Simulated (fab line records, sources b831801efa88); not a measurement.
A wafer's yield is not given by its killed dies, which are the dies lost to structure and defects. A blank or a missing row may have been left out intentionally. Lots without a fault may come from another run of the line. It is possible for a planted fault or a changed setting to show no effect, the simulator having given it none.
fab line records	flow sky130
record: lots: 24	wafers: 72	last_day: 50
route steps=708 shown LI_CONTACT@382 CONTACT@423 METAL1@437 VIA1@470
lots untouched by any fault: they come from a run of this same line in which no faults occurred
start_h: start of the lot's first displayed wafer, in hours after the record's first day	wait_h: hours from the lot's prior step to this one	" unchanged from the row above	L1.1+2: a row that stands for several wafers	- either no value or no given start	* or withheld: withheld	< > ~ a bound
route shown NAME@n: a module of which the file shows steps, and the number in the route of the first	usual: the fault-free wafers' mean and standard deviation	same: alike in all rows	chamber/n: place in a boat	sites: the reading at each site	_std_site: the values' standard deviation	_edge_site: mean of outer sites minus mean of inner sites	radius_mm: for every site, how far away it sits from the centre of the wafer	mask NAME#n: copy n	behind: the most recent tool/chamber to have shaped the wafer	hold: what put the lot on hold/how long, in hours/how the hold closed	device: names the non-switching transistor (n, p or np)	end of line: at the end of the route, the tests of the same wafers	step lacking rows: just its recipe	killed: at the first sort, the dies lost to defects and structure; wafer yield is something else	map: shows each die of a wafer: x if killed, . if not, _ if none is there
set.NAME: setting as actually run; set.NAME@STEP: the setting as run at that earlier step	model.NAME: the simulator's own value behind a step, which no gauge read
steps of the route over a sample of lots; a table a step, a row a wafer
services: the hour from which a tool's chamber was out of use, counted from the record's first day as start_h (under 0 if before that day), plus the number of hours and why
== steps ==
step: SKY_LI_CONTACT_SPUTTER_20
recipe: material: TiN	target_thk_nm: 20	chamber_pressure_pa: 5	power_w: 4000	time_s: 80
usual: throttle_valve_pct: 30.3/1.1
lot.wafer	tool	chamber	start_h	wait_h	throttle_valve_pct
L074.2	pvd_sputter-04	-	669.74	0.0	30.3
L074.3	"	-	"	"	30.1
L074.6	"	-	"	"	30.4
L075.1	pvd_sputter-01	-	682.59	0.0	29.5
L075.3	"	-	"	"	27.5
L075.4	"	-	"	"	28.7
L076.2	pvd_sputter-04	-	683.69	0.0	30.2
L076.3	"	-	"	"	30.6
L076.6	"	-	"	"	30.2
L077.3	pvd_sputter-04	-	697.35	0.0	30.2
L077.4	"	-	"	"	30.1
L077.6	"	-	"	"	30.1
L078.1	pvd_sputter-01	-	703.72	0.0	29.4
L078.4	"	-	"	"	27.5
L078.5	"	-	"	"	28.4
L079.1	pvd_sputter-04	-	728.72	0.0	30.0
L079.2	"	-	"	"	30.2
L079.4	"	-	"	"	30.2
L080.1	pvd_sputter-02	-	729.76	0.0	30.3
L080.4	"	-	"	"	30.3
L080.5	"	-	"	"	31.5
L082.2	pvd_sputter-04	-	759.05	0.0	30.1
L082.4	"	-	"	"	30.4
L082.6	"	-	"	"	30.2
L081.1	pvd_sputter-04	-	760.89	0.0	30.0
L081.4	"	-	"	"	29.9
L081.5	"	-	"	"	30.2
L084.3	pvd_sputter-04	-	761.79	0.0	29.9
L084.4	"	-	"	"	31.6
L084.5	"	-	"	"	29.9
L083.2	pvd_sputter-01	-	762.34	0.0	27.6
L083.4	"	-	"	"	28.7
L083.5	"	-	"	"	28.6
L085.1	pvd_sputter-04	-	767.14	0.0	30.3
L085.2	"	-	"	"	30.0
L085.6	"	-	"	"	31.7
L086.1	pvd_sputter-04	-	775.26	0.0	29.9
L086.2	"	-	"	"	30.1
L086.6	"	-	"	"	30.7
L087.1	pvd_sputter-04	-	779.90	0.0	30.4
L087.2	"	-	"	"	30.2
L087.6	"	-	"	"	31.5
L088.1	pvd_sputter-02	-	785.59	0.0	30.5
L088.3	"	-	"	"	31.5
L088.6	"	-	"	"	31.7
L089.3	pvd_sputter-04	-	790.96	0.0	30.2
L089.4	"	-	"	"	30.5
L089.6	"	-	"	"	29.8
L090.2	pvd_sputter-02	-	791.74	0.0	30.5
L090.3	"	-	"	"	30.6
L090.6	"	-	"	"	30.3
L091.1	pvd_sputter-04	-	810.20	0.0	30.1
L091.2	"	-	"	"	31.7
L091.4	"	-	"	"	30.2
L092.1	pvd_sputter-01	-	811.64	0.0	27.4
L092.3	"	-	"	"	28.6
L092.5	"	-	"	"	28.7
L093.2	pvd_sputter-02	-	820.90	0.0	31.5
L093.3	"	-	"	"	30.7
L093.5	"	-	"	"	30.2
L094.1	pvd_sputter-02	-	833.64	0.0	30.2
L094.2	"	-	"	"	30.7
L094.6	"	-	"	"	30.6
L095.2	pvd_sputter-01	-	834.74	0.0	28.6
L095.3	"	-	"	"	32.2
L095.6	"	-	"	"	29.4
L096.2	pvd_sputter-01	-	837.19	0.0	28.8
L096.4	"	-	"	"	27.5
L096.5	"	-	"	"	27.5
L097.2	pvd_sputter-04	-	849.04	0.0	30.0
L097.3	"	-	"	"	30.5
L097.4	"	-	"	"	31.7
step: SKY_CONTACT_ETCH_17
recipe: target: SiO2	chemistry: C4F8/O2/Ar	stop_on: Si3N4	mask_material: KrF-thick	source_w: 1500	bias_w: 1200	pressure_mtorr: 40	c4f8_flow_sccm: withheld	O2_flow_sccm: 6	Ar_flow_sccm: 300	time_s: withheld	target_depth_a: 3400
usual: oes_product_au: 0.892/0.0047
lot.wafer	tool	chamber	start_h	wait_h	oes_product_au
L074.2	rie_diel-02	0	730.53	0.0	0.893
L074.3	"	2	"	"	0.894
L074.6	"	2	"	"	0.887
L075.1	rie_diel-03	0	737.68	0.0	0.890
L075.3	"	1	"	"	0.892
L075.4	"	2	"	"	0.889
L076.2	rie_diel-04	0	738.28	0.0	0.890
L076.3	"	2	"	"	0.889
L076.6	"	1	"	"	0.893
L077.3	rie_diel-02	2	758.73	0.0	0.885
L077.4	"	2	"	"	0.892
L077.6	"	1	"	"	0.885
L078.1	rie_diel-03	0	760.53	0.0	0.891
L078.4	"	2	"	"	0.887
L078.5	"	0	"	"	0.893
L079.1	rie_diel-03	2	782.78	0.0	0.883
L079.2	"	3	"	"	0.883
L079.4	"	1	"	"	0.895
L080.1	rie_diel-03	1	784.73	0.0	0.890
L080.4	"	0	"	"	0.892
L080.5	"	1	"	"	0.892
L082.2	rie_diel-02	1	814.03	0.0	0.895
L082.4	"	3	"	"	0.896
L082.6	"	2	"	"	0.891
L081.1	rie_diel-04	2	816.28	0.0	0.889
L081.4	"	3	"	"	0.905
L081.5	"	1	"	"	0.895
L084.3	rie_diel-02	3	816.78	0.0	0.887
L084.4	"	0	"	"	0.890
L084.5	"	3	"	"	0.882
L083.2	rie_diel-04	1	817.78	0.0	0.897
L083.4	"	2	"	"	0.896
L083.5	"	1	"	"	0.889
L085.1	rie_diel-02	2	823.08	0.0	0.890
L085.2	"	3	"	"	0.893
L085.6	"	2	"	"	0.885
L086.1	rie_diel-04	1	830.53	0.0	0.888
L086.2	"	2	"	"	0.882
L086.6	"	3	"	"	0.896
L087.1	rie_diel-02	3	834.18	0.0	0.890
L087.2	"	1	"	"	0.890
L087.6	"	3	"	"	0.890
L088.1	rie_diel-02	0	840.03	0.0	0.894
L088.3	"	3	"	"	0.898
L088.6	"	0	"	"	0.887
L089.3	rie_diel-04	0	846.18	0.0	0.891
L089.4	"	2	"	"	0.884
L089.6	"	0	"	"	0.891
L090.2	rie_diel-02	1	846.88	0.0	0.902
L090.3	"	3	"	"	0.895
L090.6	"	1	"	"	0.897
L091.1	rie_diel-03	3	864.13	0.0	0.896
L091.2	"	1	"	"	0.894
L091.4	"	2	"	"	0.900
L092.1	rie_diel-04	3	865.38	0.0	0.893
L092.3	"	0	"	"	0.890
L092.5	"	0	"	"	0.895
L093.2	rie_diel-04	0	874.83	0.0	0.887
L093.3	"	3	"	"	0.890
L093.5	"	1	"	"	0.893
L094.1	rie_diel-04	1	886.33	0.0	0.894
L094.2	"	0	"	"	0.894
L094.6	"	0	"	"	0.891
L095.2	rie_diel-02	3	888.03	0.0	0.890
L095.3	"	1	"	"	0.891
L095.6	"	3	"	"	0.894
L096.2	rie_diel-03	0	891.38	0.0	0.885
L096.4	"	2	"	"	0.894
L096.5	"	2	"	"	0.888
L097.2	rie_diel-03	3	903.43	0.0	0.892
L097.3	"	1	"	"	0.892
L097.4	"	2	"	"	0.887
step: SKY_METAL1_SPUTTER_03
recipe: material: Ti	target_thk_nm: 5	power_w: 3000	time_s: 3.3	chamber_pressure_pa: 0.4
usual: throttle_valve_pct: 29.8/1.5
lot.wafer	tool	chamber	start_h	wait_h	throttle_valve_pct
L074.2	pvd_sputter-03	-	732.28	0.0	31.2
L074.3	"	-	"	"	27.8
L074.6	"	-	"	"	28.1
L075.1	pvd_sputter-02	-	739.12	0.0	31.9
L075.3	"	-	"	"	30.5
L075.4	"	-	"	"	30.4
L076.2	pvd_sputter-03	-	739.72	0.0	28.0
L076.3	"	-	"	"	31.1
L076.6	"	-	"	"	30.6
L077.3	pvd_sputter-01	-	760.23	0.0	28.5
L077.4	"	-	"	"	27.6
L077.6	"	-	"	"	27.7
L078.1	pvd_sputter-02	-	761.98	0.0	30.9
L078.4	"	-	"	"	30.7
L078.5	"	-	"	"	30.2
L079.1	pvd_sputter-03	-	784.39	0.0	31.3
L079.2	"	-	"	"	31.4
L079.4	"	-	"	"	30.7
L080.1	pvd_sputter-01	-	786.15	0.0	27.6
L080.4	"	-	"	"	28.6
L080.5	"	-	"	"	29.4
L082.2	pvd_sputter-01	-	815.45	0.0	32.2
L082.4	"	-	"	"	29.2
L082.6	"	-	"	"	29.0
L081.1	pvd_sputter-01	-	817.68	0.0	32.2
L081.4	"	-	"	"	28.4
L081.5	"	-	"	"	29.2
L084.3	pvd_sputter-01	-	818.19	0.0	32.3
L084.4	"	-	"	"	27.6
L084.5	"	-	"	"	32.1
L083.2	pvd_sputter-02	-	819.22	0.0	30.3
L083.4	"	-	"	"	30.5
L083.5	"	-	"	"	30.9
L085.1	pvd_sputter-02	-	824.49	0.0	30.5
L085.2	"	-	"	"	30.4
L085.6	"	-	"	"	30.6
L086.1	pvd_sputter-03	-	831.93	0.0	31.5
L086.2	"	-	"	"	31.2
L086.6	"	-	"	"	30.4
L087.1	pvd_sputter-01	-	835.62	0.0	27.8
L087.2	"	-	"	"	32.3
L087.6	"	-	"	"	32.0
L088.1	pvd_sputter-01	-	841.53	0.0	28.6
L088.3	"	-	"	"	29.5
L088.6	"	-	"	"	28.8
L089.3	pvd_sputter-02	-	847.59	0.0	31.7
L089.4	"	-	"	"	30.7
L089.6	"	-	"	"	30.2
L090.2	pvd_sputter-01	-	848.28	0.0	32.3
L090.3	"	-	"	"	29.4
L090.6	"	-	"	"	27.8
L091.1	pvd_sputter-02	-	865.53	0.0	31.6
L091.2	"	-	"	"	30.5
L091.4	"	-	"	"	30.4
L092.1	pvd_sputter-01	-	866.79	0.0	28.6
L092.3	"	-	"	"	29.3
L092.5	"	-	"	"	32.1
L093.2	pvd_sputter-01	-	876.47	0.0	32.2
L093.3	"	-	"	"	27.6
L093.5	"	-	"	"	28.7
L094.1	pvd_sputter-01	-	887.80	0.0	27.7
L094.2	"	-	"	"	32.2
L094.6	"	-	"	"	28.3
L095.2	pvd_sputter-03	-	889.91	0.0	31.0
L095.3	"	-	"	"	30.8
L095.6	"	-	"	"	28.0
L096.2	pvd_sputter-01	-	892.81	0.0	27.4
L096.4	"	-	"	"	31.8
L096.5	"	-	"	"	29.3
L097.2	pvd_sputter-01	-	904.95	0.0	27.6
L097.3	"	-	"	"	28.6
L097.4	"	-	"	"	29.5
step: SKY_METAL1_SPUTTER_04
recipe: material: TiN	target_thk_nm: 70	power_w: 6500	time_s: 58.3	chamber_pressure_pa: 0.4
usual: throttle_valve_pct: 29.8/1.5
lot.wafer	tool	chamber	start_h	wait_h	throttle_valve_pct
L074.2	pvd_sputter-03	-	732.30	0.0	31.2
L074.3	"	-	"	"	27.9
L074.6	"	-	"	"	28.2
L075.1	pvd_sputter-02	-	739.14	0.0	31.5
L075.3	"	-	"	"	30.5
L075.4	"	-	"	"	30.6
L076.2	pvd_sputter-03	-	739.74	0.0	27.9
L076.3	"	-	"	"	31.1
L076.6	"	-	"	"	30.5
L077.3	pvd_sputter-01	-	760.25	0.0	28.7
L077.4	"	-	"	"	27.7
L077.6	"	-	"	"	27.4
L078.1	pvd_sputter-02	-	762.00	0.0	30.8
L078.4	"	-	"	"	30.6
L078.5	"	-	"	"	30.2
L079.1	pvd_sputter-03	-	784.41	0.0	31.2
L079.2	"	-	"	"	31.7
L079.4	"	-	"	"	30.5
L080.1	pvd_sputter-01	-	786.17	0.0	27.7
L080.4	"	-	"	"	28.5
L080.5	"	-	"	"	29.1
L082.2	pvd_sputter-01	-	815.47	0.0	32.0
L082.4	"	-	"	"	29.2
L082.6	"	-	"	"	29.5
L081.1	pvd_sputter-01	-	817.70	0.0	32.0
L081.4	"	-	"	"	28.7
L081.5	"	-	"	"	29.5
L084.3	pvd_sputter-01	-	818.21	0.0	32.1
L084.4	"	-	"	"	27.6
L084.5	"	-	"	"	32.2
L083.2	pvd_sputter-02	-	819.24	0.0	30.6
L083.4	"	-	"	"	30.8
L083.5	"	-	"	"	30.4
L085.1	pvd_sputter-02	-	824.51	0.0	30.5
L085.2	"	-	"	"	30.4
L085.6	"	-	"	"	30.3
L086.1	pvd_sputter-03	-	831.95	0.0	31.7
L086.2	"	-	"	"	31.2
L086.6	"	-	"	"	30.6
L087.1	pvd_sputter-01	-	835.64	0.0	27.7
L087.2	"	-	"	"	32.0
L087.6	"	-	"	"	32.1
L088.1	pvd_sputter-01	-	841.55	0.0	28.6
L088.3	"	-	"	"	29.3
L088.6	"	-	"	"	28.7
L089.3	pvd_sputter-02	-	847.61	0.0	31.7
L089.4	"	-	"	"	30.4
L089.6	"	-	"	"	30.3
L090.2	pvd_sputter-01	-	848.30	0.0	32.1
L090.3	"	-	"	"	29.5
L090.6	"	-	"	"	27.8
L091.1	pvd_sputter-02	-	865.55	0.0	31.8
L091.2	"	-	"	"	30.3
L091.4	"	-	"	"	30.4
L092.1	pvd_sputter-01	-	866.81	0.0	28.9
L092.3	"	-	"	"	29.5
L092.5	"	-	"	"	32.0
L093.2	pvd_sputter-01	-	876.49	0.0	32.2
L093.3	"	-	"	"	27.5
L093.5	"	-	"	"	28.6
L094.1	pvd_sputter-01	-	887.81	0.0	27.6
L094.2	"	-	"	"	32.2
L094.6	"	-	"	"	28.8
L095.2	pvd_sputter-03	-	889.93	0.0	31.4
L095.3	"	-	"	"	30.6
L095.6	"	-	"	"	28.1
L096.2	pvd_sputter-01	-	892.82	0.0	27.3
L096.4	"	-	"	"	32.0
L096.5	"	-	"	"	29.4
L097.2	pvd_sputter-01	-	904.97	0.0	27.5
L097.3	"	-	"	"	28.5
L097.4	"	-	"	"	29.4
step: SKY_METAL1_RS_MEAS_05
recipe: thk_meas_gauge: four-point-probe	reads: TiN_of_METAL1_SPUTTER_04+Ti_of_METAL1_SPUTTER_03+AlCu_of_METAL1_SPUTTER_02+TiN_of_METAL1_SPUTTER_01+Ti_of_METAL1_SPUTTER_00
usual: METAL1_ALCU_RS: 0.1272/0.0015
lot.wafer	tool	chamber	start_h	wait_h	METAL1_ALCU_RS[ohm/sq]
L074.2	film_metro-02	-	732.38	0.1	0.1269
L074.3	"	-	"	"	0.1254
L074.6	"	-	"	"	0.1258
L075.1	film_metro-04	-	739.19	0.0	0.1266
L075.3	"	-	"	"	0.1252
L075.4	"	-	"	"	0.1268
L076.2	film_metro-03	-	739.80	0.0	0.1257
L076.3	"	-	"	"	0.1263
L076.6	"	-	"	"	0.1305
L077.3	film_metro-02	-	760.34	0.1	0.1308
L077.4	"	-	"	"	0.1271
L077.6	"	-	"	"	0.1278
L078.1	film_metro-03	-	762.05	0.0	0.1279
L078.4	"	-	"	"	0.1251
L078.5	"	-	"	"	0.1261
L079.1	film_metro-04	-	784.46	0.0	0.1257
L079.2	"	-	"	"	0.1264
L079.4	"	-	"	"	0.1292
L080.1	film_metro-03	-	786.22	0.0	0.1271
L080.4	"	-	"	"	0.1291
L080.5	"	-	"	"	0.1277
L082.2	film_metro-04	-	815.54	0.0	0.1263
L082.4	"	-	"	"	0.1273
L082.6	"	-	"	"	0.1269
L081.1	film_metro-04	-	817.75	0.0	0.1265
L081.4	"	-	"	"	0.1284
L081.5	"	-	"	"	0.1278
L084.3	film_metro-04	-	818.30	0.1	0.1249
L084.4	"	-	"	"	0.1248
L084.5	"	-	"	"	0.1262
L083.2	film_metro-04	-	819.31	0.0	0.1254
L083.4	"	-	"	"	0.1276
L083.5	"	-	"	"	0.1272
L085.1	film_metro-04	-	824.56	0.0	0.1244
L085.2	"	-	"	"	0.1259
L085.6	"	-	"	"	0.1255
L086.1	film_metro-03	-	832.00	0.0	0.1282
L086.2	"	-	"	"	0.1263
L086.6	"	-	"	"	0.1293
L087.1	film_metro-02	-	835.69	0.0	0.1270
L087.2	"	-	"	"	0.1277
L087.6	"	-	"	"	0.1272
L088.1	film_metro-04	-	841.60	0.0	0.1265
L088.3	"	-	"	"	0.1266
L088.6	"	-	"	"	0.1269
L089.3	film_metro-04	-	847.69	0.1	0.1255
L089.4	"	-	"	"	0.1272
L089.6	"	-	"	"	0.1257
L090.2	film_metro-03	-	848.37	0.0	0.1276
L090.3	"	-	"	"	0.1286
L090.6	"	-	"	"	0.1281
L091.1	film_metro-03	-	865.60	0.0	0.1252
L091.2	"	-	"	"	0.1271
L091.4	"	-	"	"	0.1265
L092.1	film_metro-03	-	866.85	0.0	0.1286
L092.3	"	-	"	"	0.1270
L092.5	"	-	"	"	0.1259
L093.2	film_metro-04	-	876.56	0.0	0.1272
L093.3	"	-	"	"	0.1275
L093.5	"	-	"	"	0.1301
L094.1	film_metro-03	-	887.86	0.0	0.1270
L094.2	"	-	"	"	0.1264
L094.6	"	-	"	"	0.1298
L095.2	film_metro-03	-	890.00	0.0	0.1260
L095.3	"	-	"	"	0.1286
L095.6	"	-	"	"	0.1256
L096.2	film_metro-03	-	892.89	0.0	0.1294
L096.4	"	-	"	"	0.1286
L096.5	"	-	"	"	0.1301
L097.2	film_metro-04	-	905.04	0.0	0.1265
L097.3	"	-	"	"	0.1290
L097.4	"	-	"	"	0.1273
step: SKY_VIA1_CD_MEAS_12
recipe: target_cd_nm: 150
usual: cd_nm: 150.1/1.5
lot.wafer	tool	chamber	start_h	wait_h	cd_nm
L074.2	cd_sem-02	-	787.81	-	152.8
L074.3	"	-	"	"	152.3
L074.6	"	-	"	"	153.1
L075.1	cd_sem-01	-	793.83	-	151.3
L075.3	"	-	"	"	150.7
L075.4	"	-	"	"	148.4
L076.2	cd_sem-02	-	794.21	-	150.1
L076.3	"	-	"	"	151.3
L076.6	"	-	"	"	151.3
L077.3	cd_sem-01	-	813.94	-	151.7
L077.4	"	-	"	"	151.5
L077.6	"	-	"	"	151.4
L078.1	cd_sem-02	-	816.79	-	149.5
L078.4	"	-	"	"	148.8
L078.5	"	-	"	"	147.6
L079.1	cd_sem-01	-	838.04	-	151.8
L079.2	"	-	"	"	150.6
L079.4	"	-	"	"	149.6
L080.1	cd_sem-02	-	839.88	-	149.1
L080.4	"	-	"	"	148.2
L080.5	"	-	"	"	149.9
L082.2	cd_sem-01	-	869.06	-	149.9
L082.4	"	-	"	"	151.5
L082.6	"	-	"	"	149.5
L081.1	cd_sem-01	-	871.44	-	150.6
L081.4	"	-	"	"	150.7
L081.5	"	-	"	"	152.8
L084.3	cd_sem-01	-	872.42	-	150.4
L084.4	"	-	"	"	151.4
L084.5	"	-	"	"	151.8
L083.2	cd_sem-02	-	872.75	-	149.3
L083.4	"	-	"	"	149.7
L083.5	"	-	"	"	146.7
L085.1	cd_sem-02	-	877.98	-	148.2
L085.2	"	-	"	"	148.7
L085.6	"	-	"	"	148.3
L086.1	cd_sem-02	-	885.78	-	150.2
L086.2	"	-	"	"	149.9
L086.6	"	-	"	"	150.1
L087.1	cd_sem-02	-	888.73	-	149.5
L087.2	"	-	"	"	147.8
L087.6	"	-	"	"	149.0
L088.1	cd_sem-01	-	895.23	-	146.4
L088.3	"	-	"	"	148.6
L088.6	"	-	"	"	146.6
L089.3	cd_sem-02	-	901.33	-	151.4
L089.4	"	-	"	"	151.2
L089.6	"	-	"	"	150.8
L090.2	cd_sem-02	-	901.60	-	149.2
L090.3	"	-	"	"	148.7
L090.6	"	-	"	"	150.3
L091.1	cd_sem-01	-	918.48	-	148.3
L091.2	"	-	"	"	150.1
L091.4	"	-	"	"	148.2
L092.1	cd_sem-02	-	919.64	-	151.0
L092.3	"	-	"	"	148.6
L092.5	"	-	"	"	150.7
L093.2	cd_sem-01	-	928.30	-	150.2
L093.3	"	-	"	"	151.0
L093.5	"	-	"	"	150.5
L094.1	cd_sem-02	-	939.53	-	149.5
L094.2	"	-	"	"	150.6
L094.6	"	-	"	"	151.0
L095.2	cd_sem-02	-	940.15	-	152.7
L095.3	"	-	"	"	151.8
L095.6	"	-	"	"	151.4
L096.2	cd_sem-01	-	943.15	-	146.9
L096.4	"	-	"	"	148.1
L096.5	"	-	"	"	148.0
L097.2	cd_sem-02	-	955.15	-	151.1
L097.3	"	-	"	"	151.8
L097.4	"	-	"	"	151.3
== services ==
tool	chamber	start_h	hours	kind
pvd_sputter-04	-	663.84	1.7	repair
rie_diel-03	-	676.75	1.1	repair
pvd_sputter-04	-	687.90	7.4	repair
rie_diel-02	1	692.01	12.0	repair
rie_diel-02	3	701.85	50.4	repair
rie_diel-03	-	708.49	0.6	repair
rie_diel-02	1	710.34	8.5	repair
rie_diel-04	-	728.32	2.8	pm
rie_diel-03	2	738.45	8.1	repair
pvd_sputter-01	-	750.50	2.2	repair
rie_diel-04	0	771.70	7.5	repair
rie_diel-04	1	786.49	5.6	repair
rie_diel-02	3	786.52	13.1	repair
rie_diel-03	0	801.94	3.6	repair
rie_diel-03	-	805.20	2.8	pm
pvd_sputter-03	-	815.80	15.5	repair
rie_diel-03	3	830.99	4.3	repair
rie_diel-02	-	834.57	1.9	repair
rie_diel-02	-	837.47	0.1	repair
pvd_sputter-02	-	862.84	1.4	repair
rie_diel-04	2	877.71	12.4	repair
pvd_sputter-03	-	885.09	1.0	repair
pvd_sputter-02	-	889.98	21.4	repair
rie_diel-04	1	890.95	10.7	repair
== key ==
fault none
